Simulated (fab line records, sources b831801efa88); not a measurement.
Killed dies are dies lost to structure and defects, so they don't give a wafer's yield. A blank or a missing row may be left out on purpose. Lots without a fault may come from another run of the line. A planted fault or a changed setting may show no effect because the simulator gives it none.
Chamber matching | flow gf180mcu | GF_CONTACT_CMP_04 on cmp-02: 4 sister chambers
The step polishes SiO2. 4 wafers are shown with their chamber, then 9 later ones without.

WAFERS WITH THEIR CHAMBER
wafer  | chamber | motor_current_A (A)
L856.3 | 1       | 10.9
L857.3 | 3       | 10.0
L857.4 | 0       | 12.3
L857.6 | 2       | 10.9

WAFERS WITHOUT THEIR CHAMBER
wafer  | motor_current_A (A)
L859.2 | 11.7
L859.5 | 10.5
L859.6 | 12.3
L861.2 | 10.6
L861.3 | 11.3
L861.5 | 9.7
L863.1 | 10.6
L863.2 | 11.2
L863.3 | 9.4

WHICH CHAMBER EACH WENT THROUGH
wafer  | from the rows above          | in truth
L859.2 | can't be placed: 0 or 1 or 2 | 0
L859.5 | can't be placed: 1 or 2 or 3 | 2
L859.6 | 0                            | 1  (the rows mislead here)
L861.2 | can't be placed: 1 or 2 or 3 | 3
L861.3 | can't be placed: 1 or 2 or 0 | 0
L861.5 | 3                            | 3
L863.1 | can't be placed: 1 or 2 or 3 | 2
L863.2 | can't be placed: 1 or 2      | 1
L863.3 | 3                            | 3
Placed correctly: 2 of 9. Can't be placed from these rows: 6 (the true chamber is among the candidates in 6). Placed wrongly: 1.
How it was worked out, from the rows above alone: a wafer's distance from a chamber is the root of the sum, over the readings, of the square of ((its reading less the chamber's mean) divided by the reading's scatter). The wafer belongs to the nearest chamber; if the next one is less than 2 further off, it can't be placed. A chamber's mean is the mean of its shown wafers. The scatter: with one shown wafer a chamber, the root of the mean of the squares of how far each hidden wafer lies from its nearest shown one.
